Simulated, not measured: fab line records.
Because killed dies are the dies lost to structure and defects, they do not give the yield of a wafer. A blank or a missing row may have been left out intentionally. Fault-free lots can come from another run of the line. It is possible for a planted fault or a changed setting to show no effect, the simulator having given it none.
Chamber matching | flow sfq line | cmp-01 running SFQ_TRILAYER_I4_CMP_CMP_100: 4 sister chambers
The step polishes SiO2. 8 wafers are shown with their chamber, then 7 later ones without.

WAFERS WITH THEIR CHAMBER
wafer  | chamber | motor current A (A) | time to endpoint s (s)
L771.1 | 2       | 9.6                 | 216
L780.1 | 1       | 8.1                 | 195
L780.5 | 3       | 11.7                | 221
L782.1 | 2       | 9.5                 | 209
L782.5 | 0       | 9.6                 | 216
L782.6 | 3       | 11.1                | 226
L783.4 | 1       | 8.6                 | 215
L783.1 | 0       | 9.6                 | 205

WAFERS WHOSE CHAMBER IS MISSING
wafer  | motor current A (A) | time to endpoint s (s)
L783.6 | 10.1                | 199
L784.1 | 10.2                | 220
L784.3 | 9.8                 | 209
L784.5 | 9.4                 | 219
L787.1 | 8.8                 | 204
L787.3 | 9.5                 | 202
L787.5 | 9.2                 | 197

THE CHAMBER EACH PASSED THROUGH
wafer  | from the rows above          | in truth
L783.6 | can't be placed: 0 or 2      | 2
L784.1 | can't be placed: 0 or 2 or 3 | 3
L784.3 | can't be placed: 0 or 2      | 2
L784.5 | can't be placed: 2 or 0      | 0
L787.1 | can't be placed: 1 or 2 or 0 | 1
L787.3 | can't be placed: 0 or 2      | 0
L787.5 | can't be placed: 0 or 2 or 1 | 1
Correct placement for 0 of the 7. Unplaceable from these rows: 7, with the true chamber sitting among the candidates in 7. Placed wrongly: 0.
How it was worked out, from the rows above alone: a wafer's distance from a chamber is the root of the sum, over the readings, of the square of ((its reading less the chamber's mean) divided by the reading's scatter). The wafer belongs to the nearest chamber; if the next one is less than 2 further off, it can't be placed. For every chamber, the mean is computed from those of its wafers that are shown. The scatter is the square root of a quotient: the sum, over the shown wafers, of each reading's squared deviation from its chamber's mean, divided by wafers minus chambers.
